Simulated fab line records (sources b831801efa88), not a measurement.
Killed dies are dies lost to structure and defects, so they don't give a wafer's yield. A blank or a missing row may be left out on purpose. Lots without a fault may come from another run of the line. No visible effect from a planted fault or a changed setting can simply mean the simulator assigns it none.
What tool caused it? -- flow sky130 -- at 1 step of a route of 708, 6 lots with 18 wafers sampled

WHAT THE GAUGES SHOWED, per wafer
SKY_CAP2M_OVL_MEAS_12.
lot,measured,on,CAP2M_OVL (nm)
L944,day 41 16:03,overlay-01,-0.2 -1.1 -2.0
L947,day 42 12:59,overlay-02,0.2 -2.1 -2.1
L950,day 43 19:11,overlay-02,-0.3 0.4 0.3
L957,day 45 12:01,overlay-01,-0.3 1.1 -0.6
L959,day 45 19:17,overlay-01,1.7 1.9 1.1
L966,day 47 08:38,overlay-01,-0.3 0.7 -2.6

WHICH TOOL RAN EACH LOT (tool, then ch and the chambers of the sampled wafers, then the start)
Before these readings, the record contains no process step.

THE ANSWER, worked out from the rows above alone
Rule: the lots themselves supply what counts as usual. Put in order of their means at a reading, lots are off if they are a third of the lots or fewer, leave a main group of 4 or more, and stand apart from it by a gap of 3 or more times the standard deviation of the main group's means; of several such gaps the widest counts. A main group whose means are all the same, to the digits that the tables above print for the reading, isn't used. Also off: a lot with no number at a reading for which 4 or more lots have one. Where the step has rows for the other lots, those lots are counted as sound.
No lot is off on any of the readings shown, so nothing can be concluded from this.

WHAT WAS PUT IN BY THE SIMULATOR
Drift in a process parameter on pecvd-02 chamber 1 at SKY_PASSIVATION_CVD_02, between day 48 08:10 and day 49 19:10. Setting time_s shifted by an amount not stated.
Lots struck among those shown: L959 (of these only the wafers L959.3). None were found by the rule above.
